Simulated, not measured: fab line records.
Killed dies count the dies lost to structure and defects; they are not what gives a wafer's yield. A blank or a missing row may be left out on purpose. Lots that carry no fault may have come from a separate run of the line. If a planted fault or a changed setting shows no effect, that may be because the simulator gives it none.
Which tool is to blame? | flow sky130 | 13 lots with 39 wafers sampled at 4 steps, on a route of 708 steps

## WHAT THE GAUGES SHOWED, per wafer
SKY_LDD_P_TW_MEAS_11.
lot  | measured     | on            | LDD_P_TW
L584 | day 19 18:58 | film-metro-04 | 638 640 639
L585 | day 20 08:41 | film-metro-02 | 646 648 645
L586 | day 20 10:11 | film-metro-02 | 646 647 645
L588 | day 21 02:35 | film-metro-03 | 635 636 637
L589 | day 21 13:59 | film-metro-04 | 636 638 644
L591 | day 22 05:43 | film-metro-04 | 642 640 639
L594 | day 23 06:10 | film-metro-02 | 648 648 647
L595 | day 23 14:20 | film-metro-04 | 638 638 638
L596 | day 23 18:58 | film-metro-02 | 647 645 646
L597 | day 24 12:45 | film-metro-03 | 637 634 636
L602 | day 25 18:13 | film-metro-03 | 640 640 640
L604 | day 26 22:17 | film-metro-04 | 642 642 639
L606 | day 27 18:17 | film-metro-03 | 634 630 634

SKY_SD_P_CD_MEAS_07: the cd target is 380 nm.
lot  | measured     | on        | cd-nm (nm)
L584 | day 26 03:50 | cd-sem-02 | 379.1 375.9 375.4
L585 | day 26 18:19 | cd-sem-01 | 376.4 375.3 374.1
L586 | day 26 20:58 | cd-sem-01 | 383.0 382.6 380.9
L588 | day 27 12:11 | cd-sem-01 | 380.9 380.2 381.3
L589 | day 27 21:59 | cd-sem-01 | 380.0 380.2 379.4
L591 | day 28 11:32 | cd-sem-02 | 382.9 383.1 382.0
L594 | day 29 11:25 | cd-sem-02 | 374.6 376.6 374.3
L595 | day 29 18:07 | cd-sem-02 | 377.1 377.0 378.8
L596 | day 30 00:52 | cd-sem-02 | 377.0 377.4 379.5
L597 | day 30 16:11 | cd-sem-02 | 303.8 304.8 303.3
L602 | day 31 17:16 | cd-sem-02 | 378.1 380.6 379.3
L604 | day 32 20:10 | cd-sem-01 | 378.4 376.9 377.4
L606 | day 33 16:37 | cd-sem-02 | 380.6 382.7 381.1

## WHICH TOOL RAN EACH LOT (tool, then ch and the chambers of the sampled wafers, then the start)
lot  | SKY_LDD_LDN_STRIP_12                 | SKY_SD_P_EXPOSE_04
L584 | plasma-asher-02 ch 0,1, day 23 15:47 | iline-stepper-02 ch 0, day 25 13:14
L585 | plasma-asher-02 ch 0,1, day 24 05:16 | iline-stepper-02 ch 0, day 26 03:53
L586 | plasma-asher-02 ch 0,1, day 24 07:06 | iline-stepper-01 ch 0, day 26 06:47
L588 | plasma-asher-04 ch 0,1, day 24 22:27 | iline-stepper-01 ch 0, day 26 21:35
L589 | plasma-asher-04 ch 0,1, day 25 09:28 | iline-stepper-01 ch 0, day 27 07:45
L591 | plasma-asher-02 ch 0,1, day 25 23:12 | iline-stepper-02 ch 0, day 27 21:49
L594 | plasma-asher-04 ch 0,1, day 27 00:24 | iline-stepper-01 ch 0, day 28 21:37
L595 | plasma-asher-01 ch 0,1, day 27 06:33 | iline-stepper-02 ch 0, day 29 05:02
L596 | plasma-asher-02 ch 0,1, day 27 12:14 | iline-stepper-01 ch 0, day 29 10:41
L597 | plasma-asher-04 ch 0,1, day 28 05:19 | iline-stepper-02 ch 0, day 30 02:52
L602 | plasma-asher-02 ch 0,1, day 29 08:36 | iline-stepper-02 ch 0, day 31 04:28
L604 | plasma-asher-01 ch 0,1, day 30 12:06 | iline-stepper-02 ch 0, day 32 07:12
L606 | plasma-asher-04 ch 0,1, day 31 07:05 | iline-stepper-01 ch 0, day 33 02:49
- SKY_LDD_LDN_STRIP_12: strips in O2/N2.
- SKY_SD_P_EXPOSE_04: exposes mask PSDM, target cd 380 nm.

## AS READ BY THE TOOLS THEMSELVES (means over the sampled wafers that have a number; for cases with no such wafer, the mark the record gives instead)
SKY_LDD_LDN_STRIP_12.
lot  | tool            | drypump-motor-current-A (A) | n2-flow-sccm (sccm) | oes-product-au (a.u.) | strip-time-to-endpoint-s (s)
L584 | plasma-asher-02 | 5.68                        | 300.9               | 0.719                 | 14.23
L585 | plasma-asher-02 | 5.80                        | 299.4               | 0.711                 | 14.21
L586 | plasma-asher-02 | 5.78                        | 299.8               | 0.716                 | 14.16
L588 | plasma-asher-04 | 5.79                        | 300.5               | 0.716                 | 14.22
L589 | plasma-asher-04 | 5.83                        | 299.6               | 0.712                 | 14.21
L591 | plasma-asher-02 | 5.80                        | 300.2               | 0.717                 | 14.18
L594 | plasma-asher-04 | 5.78                        | 299.7               | 0.717                 | 14.18
L595 | plasma-asher-01 | 5.65                        | 300.9               | 0.717                 | 14.20
L596 | plasma-asher-02 | 5.70                        | 300.0               | 0.715                 | 14.14
L597 | plasma-asher-04 | 5.79                        | 299.9               | 0.717                 | 14.13
L602 | plasma-asher-02 | 5.72                        | 301.4               | 0.710                 | 14.17
L604 | plasma-asher-01 | 5.65                        | 299.8               | 0.717                 | 14.14
L606 | plasma-asher-04 | 5.84                        | 299.0               | 0.714                 | 14.19

SKY_SD_P_EXPOSE_04.
lot  | tool             | focus-offset-nm (nm)
L584 | iline-stepper-02 | -0.3
L585 | iline-stepper-02 | -0.4
L586 | iline-stepper-01 | -0.5
L588 | iline-stepper-01 | -0.2
L589 | iline-stepper-01 | -0.4
L591 | iline-stepper-02 | 0.1
L594 | iline-stepper-01 | -1.0
L595 | iline-stepper-02 | 0.5
L596 | iline-stepper-01 | -0.2
L597 | iline-stepper-02 | -0.0
L602 | iline-stepper-02 | 0.7
L604 | iline-stepper-02 | 0.2
L606 | iline-stepper-01 | 0.2

## THE ANSWER, worked out from the rows above alone
Rule: the usual values come from the lots themselves. The widest of any qualifying gaps counts: lots, ordered by their means at a reading, are off when they make up no more than a third of the lots, leave a main group of 4 or more, and stand apart from it by 3 or more times the standard deviation of that group's means. A main group is skipped when, at the precision printed for the reading in the tables above, its means are all equal. A lot without any number at a reading at which 4 lots or more have one is off too. The other lots that the step has rows for count as sound. Order of review: gauges by route order, followed by the tools' own readings, for which a lot's mean as printed above is used. At the first step where some lot is off, the reading lying furthest off is the one used; lots without a number count as furthest.
Off, at SKY_SD_P_CD_MEAS_07 on cd-nm: L597. The main group has a mean of 378.9 nm with a standard deviation of 2.4.
If a tool, at a process step before that reading, ran all the lots that are off and no sound lot after the first of them, it fits. The gauges at SKY_SD_P_CD_MEAS_07 are tried like those tools. None of those tried fits.

## WHAT THE SIMULATOR HAD PUT IN
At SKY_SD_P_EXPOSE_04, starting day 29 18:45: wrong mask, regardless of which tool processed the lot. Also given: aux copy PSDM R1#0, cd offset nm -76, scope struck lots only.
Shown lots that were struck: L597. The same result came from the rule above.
